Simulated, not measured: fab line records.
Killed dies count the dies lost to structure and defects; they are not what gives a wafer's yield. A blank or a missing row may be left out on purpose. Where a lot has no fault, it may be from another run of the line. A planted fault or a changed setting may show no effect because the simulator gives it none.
fab line records	flow sky130
[record] lots = 5	wafers = 15	lastDay = 50
route steps=708 shown LDD_P@261 LDD_HVN@267 LDD_HVP@278
lots with no fault: from the same line, run without faults
startH: hours from the record's opening day to when the first of the lot's shown wafers began	waitH: time in hours since the lot's previous step	" repeats the value in the row above	L1.1+2: a single row standing in for several wafers	- no value, or no start was given	* or withheld: withheld	< > ~ a bound
route shown NAME@n: names a module that has steps shown in the file, with the first one's number in the route	usual: mean and standard deviation over wafers with no fault	same: alike in all rows	chamber/n: place in a boat	sites: readings site by site	_std_site: standard deviation of those values	_edge_site: inner sites' mean taken away from outer sites' mean	radiusMm: for every site, how far away it sits from the centre of the wafer	mask NAME#n: copy n	behind: tool/chamber where the wafer was last shaped	hold: reason for holding the lot/hours on hold/outcome of the hold	device: whichever transistor did not switch (one of n, p or np)	end of line: the tests these same wafers got at the end of their route	a step given without rows: its recipe and nothing more	killed: at the first sort, the dies lost to defects and structure; wafer yield is something else	map: per-die view of a wafer (x killed, . not killed, _ where there is no die)
set.NAME: setting as actually run; set.NAME@STEP: the setting as run at that earlier step	model.NAME: the simulator's own value behind a step, which no gauge read
certain route steps with their lots: each step a table, each wafer a row
services: the hour from which a tool's chamber was out of use, counted from the record's first day as startH (under 0 if before that day), plus the number of hours and why
[[steps]]
[step SKY_LDD_P_DEVELOP_06]
[recipe] resist = NOVOLAK	developer = TMAH	developTimeS = 60	devTempC = 23
[step SKY_LDD_P_CD_MEAS_07]
[recipe] targetCdNm = 380
[usual] cdNm = 379.3/2.6
lot.wafer	tool	chamber	startH	waitH	cdNm
L782.1	cdSem-02	-	477.16	0.1	375.1
L782.2	"	-	"	"	375.1
L782.5	"	-	"	"	373.8
L793.2	cdSem-01	-	578.53	0.1	383.2
L793.4	"	-	"	"	380.6
L793.6	"	-	"	"	383.8
L795.3	cdSem-02	-	585.75	0.1	378.5
L795.4	"	-	"	"	379.2
L795.5	"	-	"	"	381.1
L797.1	cdSem-01	-	595.01	0.1	377.6
L797.5	"	-	"	"	378.3
L797.6	"	-	"	"	374.9
L801.3	cdSem-01	-	635.65	0.1	379.8
L801.5	"	-	"	"	379.0
L801.6	"	-	"	"	378.7
[step SKY_LDD_P_OVL_MEAS_08]
[usual] LDD_P_OVL = -0.8/1.6
lot.wafer	tool	chamber	startH	waitH	LDD_P_OVL[nm]
L782.1	overlay-02	-	477.28	0.1	1.8
L782.2	"	-	"	"	0.6
L782.5	"	-	"	"	-0.3
L793.2	overlay-01	-	578.63	0.1	2.1
L793.4	"	-	"	"	1.9
L793.6	"	-	"	"	1.9
L795.3	overlay-01	-	585.84	0.1	1.0
L795.4	"	-	"	"	0.6
L795.5	"	-	"	"	1.1
L797.1	overlay-02	-	595.13	0.1	0.7
L797.5	"	-	"	"	-1.4
L797.6	"	-	"	"	-0.1
L801.3	overlay-02	-	635.74	0.1	-3.1
L801.5	"	-	"	"	-1.1
L801.6	"	-	"	"	-2.2
[step SKY_LDD_P_IMPLANT_09]
[recipe] species = BF2	energyKev = 25	doseCm2 = 1e+13	tiltDeg = withheld
[step SKY_LDD_P_STRIP_10]
[recipe] chemistry = O2/N2	powerW = 1400	pressureMtorr = 1500	platenTempC = withheld	o2FlowSccm = 3000	n2FlowSccm = 300	overashFraction = 0.5
[usual] drypumpMotorCurrentA = 5.9/0.76	oesProductAu = 0.716/0.005	stripTimeToEndpointS = 14.18/0.038
lot.wafer	tool	chamber	startH	waitH	drypumpMotorCurrentA	oesProductAu	rfHoursCounterH	stripTimeToEndpointS
L782.1	plasmaAsher-03	1	477.46	0.1	6.0	0.719	78	14.17
L782.2	"	0	"	"	4.9	0.720	78	14.24
L782.5	"	1	"	"	5.9	0.721	-	14.18
L793.2	plasmaAsher-04	1	578.81	0.1	6.7	0.720	76	14.15
L793.4	"	0	"	"	6.6	0.715	-	14.16
L793.6	"	0	"	"	6.6	0.716	-	14.14
L795.3	plasmaAsher-01	1	586.05	0.1	6.3	0.714	-	14.19
L795.4	"	0	"	"	4.8	0.712	-	14.18
L795.5	"	1	"	"	6.2	0.711	-	14.14
L797.1	plasmaAsher-04	0	595.32	0.1	6.6	0.712	78	14.22
L797.5	"	1	"	"	6.7	0.720	-	14.17
L797.6	"	0	"	"	6.6	0.724	-	14.24
L801.3	plasmaAsher-03	1	635.95	0.1	6.0	0.715	-	14.15
L801.5	"	0	"	"	4.9	0.712	-	14.16
L801.6	"	1	"	"	6.0	0.719	-	14.16
[step SKY_LDD_P_TW_MEAS_11]
[usual] LDD_P_TW = 640/4.6
lot.wafer	tool	chamber	startH	waitH	LDD_P_TW
L782.1	filmMetro-02	-	477.56	0.1	641
L782.2	"	-	"	"	643
L782.5	"	-	"	"	643
L793.2	filmMetro-01	-	578.92	0.1	632
L793.4	"	-	"	"	635
L793.6	"	-	"	"	634
L795.3	filmMetro-04	-	586.14	0.1	644
L795.4	"	-	"	"	640
L795.5	"	-	"	"	646
L797.1	filmMetro-01	-	595.42	0.1	633
L797.5	"	-	"	"	635
L797.6	"	-	"	"	636
L801.3	filmMetro-04	-	636.04	0.1	640
L801.5	"	-	"	"	647
L801.6	"	-	"	"	644
[step SKY_LDD_HVN_DEHYDRATE_00]
[recipe] tempC = 200	timeS = 60
[step SKY_LDD_HVN_HMDS_01]
[recipe] primeTimeS = 60	primeTempC = 120
[step SKY_LDD_HVN_COAT_02]
[recipe] resist = NOVOLAK	spinRpm = 3000	resistThkNm = 300
[step SKY_LDD_HVN_SOFTBAKE_03]
[recipe] tempC = 90	timeS = 60	resist = NOVOLAK
[step SKY_LDD_HVN_EXPOSE_04]
[recipe] maskId = HVNTM	na = 0.6	sourceShape = conventional	sigmaOuter = 0.6	polarization = unpolarized	targetCdNm = 700	doseMj = 127
[step SKY_LDD_HVN_PEB_05]
[recipe] tempC = withheld	timeS = *	resist = NOVOLAK
[step SKY_LDD_HVN_DEVELOP_06]
[recipe] resist = NOVOLAK	developer = TMAH	developTimeS = 60	devTempC = 23
[usual] exhaustPa = 44.9/0.97	resistLineTempC = 23.01/0.1
lot.wafer	tool	chamber	startH	waitH	exhaustPa	resistLineTempC
L782.1	lithoTrack-01	0	507.52	0.1	43.8	22.91
L782.2	"	0	"	"	43.9	22.87
L782.5	"	0	"	"	45.2	22.84
L793.2	lithoTrack-03	0	607.98	0.1	43.7	23.02
L793.4	"	0	"	"	44.5	23.10
L793.6	"	0	"	"	45.1	23.08
L795.3	lithoTrack-03	0	615.21	0.1	44.7	23.29
L795.4	"	0	"	"	45.9	23.12
L795.5	"	0	"	"	44.8	23.23
L797.1	lithoTrack-01	0	624.21	0.1	44.7	23.09
L797.5	"	0	"	"	45.3	22.89
L797.6	"	0	"	"	45.0	23.02
L801.3	lithoTrack-02	0	663.52	0.1	45.8	23.09
L801.5	"	0	"	"	46.5	23.17
L801.6	"	0	"	"	44.5	23.10
[step SKY_LDD_HVN_OVL_MEAS_07]
[usual] LDD_HVN_OVL = 0.4/1.1
lot.wafer	tool	chamber	startH	waitH	LDD_HVN_OVL[nm]
L782.1	overlay-01	-	507.67	0.1	1.6
L782.2	"	-	"	"	1.9
L782.5	"	-	"	"	1.6
L793.2	overlay-02	-	608.12	0.1	-1.8
L793.4	"	-	"	"	0.7
L793.6	"	-	"	"	0.7
L795.3	overlay-02	-	615.32	0.1	0.6
L795.4	"	-	"	"	-0.9
L795.5	"	-	"	"	-0.2
L797.1	overlay-02	-	624.36	0.1	0.7
L797.5	"	-	"	"	0.3
L797.6	"	-	"	"	0.6
L801.3	overlay-02	-	663.63	0.1	0.1
L801.5	"	-	"	"	1.6
L801.6	"	-	"	"	0.3
[step SKY_LDD_HVN_IMPLANT_08]
[recipe] species = P	energyKev = 60	doseCm2 = 3e+13	tiltDeg = 40
[step SKY_LDD_HVN_STRIP_09]
[recipe] chemistry = O2/N2	powerW = 1400	pressureMtorr = 1500	platenTempC = withheld	o2FlowSccm = 3000	n2FlowSccm = 300	overashFraction = 0.5
[usual] drypumpMotorCurrentA = 5.9/0.6	oesProductAu = 0.409/0.0049	stripTimeToEndpointS = 4.134/0.017
lot.wafer	tool	chamber	startH	waitH	drypumpMotorCurrentA	oesProductAu	rfHoursCounterH	stripTimeToEndpointS
L782.1	plasmaAsher-03	0	507.85	0.1	4.9	0.410	82	4.157
L782.2	"	1	"	"	6.0	0.405	82	4.157
L782.5	"	1	"	"	6.0	0.404	-	4.148
L793.2	plasmaAsher-03	0	608.30	0.1	4.9	0.411	90	4.116
L793.4	"	1	"	"	6.0	0.418	-	4.143
L793.6	"	0	"	"	4.9	0.412	-	4.121
L795.3	plasmaAsher-04	1	615.53	0.1	6.7	0.407	-	4.124
L795.4	"	0	"	"	6.6	0.406	-	4.101
L795.5	"	0	"	"	6.6	0.409	-	4.139
L797.1	plasmaAsher-03	0	624.55	0.1	4.9	0.411	92	4.154
L797.5	"	0	"	"	4.9	0.409	-	4.135
L797.6	"	1	"	"	6.0	0.405	-	4.143
L801.3	plasmaAsher-03	0	663.84	0.1	4.9	0.412	-	4.159
L801.5	"	1	"	"	6.0	0.419	-	4.165
L801.6	"	0	"	"	4.9	0.411	-	4.174
[step SKY_LDD_HVN_TW_MEAS_10]
[usual] LDD_HVN_TW = 1428/17
lot.wafer	tool	chamber	startH	waitH	LDD_HVN_TW
L782.1	filmMetro-01	-	507.95	0.1	1427
L782.2	"	-	"	"	1437
L782.5	"	-	"	"	1420
L793.2	filmMetro-03	-	608.41	0.1	1408
L793.4	"	-	"	"	1409
L793.6	"	-	"	"	1405
L795.3	filmMetro-01	-	615.62	0.1	1445
L795.4	"	-	"	"	1441
L795.5	"	-	"	"	365
L797.1	filmMetro-01	-	624.65	0.1	1436
L797.5	"	-	"	"	1427
L797.6	"	-	"	"	1432
L801.3	filmMetro-02	-	663.93	0.1	1448
L801.5	"	-	"	"	1448
L801.6	"	-	"	"	1459
[step SKY_LDD_HVP_DEHYDRATE_00]
[recipe] tempC = 200	timeS = 60
[[services]]
tool	chamber	startH	hours	kind
plasmaAsher-01	-	490.81	6.3	repair
plasmaAsher-01	-	525.40	2.0	repair
plasmaAsher-04	-	548.04	1.5	repair
plasmaAsher-03	-	574.51	13.9	repair
plasmaAsher-01	-	581.95	2.8	pm
plasmaAsher-04	-	600.74	2.0	repair
[[key]]
[firstSign] step = SKY_LDD_HVN_TW_MEAS_10	reading = LDD_HVN_TW	direction = down	sigmas = 61	usual = 1428	struck = 365
effect none on later readings
metAt SKY_LDD_HVN_DEVELOP_06
struckWafers L795.5
sortLeftOut L795.5
testerLeftOut L795
onsetBetween 607.98 615.21
[fault] kind = processParameterDrift	tool = lithoTrack-03	chamber = -	onsetH = 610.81	steps = SKY_LDD_HVN_DEVELOP_06	channel = developTimeS	offset = *	shape = step	endH = 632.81	scope = struckWafersOnly	actsIn = *	stated = *
// testerLeftOut: of these lots the tester's yield and bins aren't shown, on N5 and GAA mostly nor the transistor test; their killed dies are dies lost to structure and defects alone, not to doping, threshold or leakage, so they don't give the yield
// sortLeftOut: the simulated sort isn't trusted on such a fault, so these wafers' sort isn't shown, and their yield isn't known
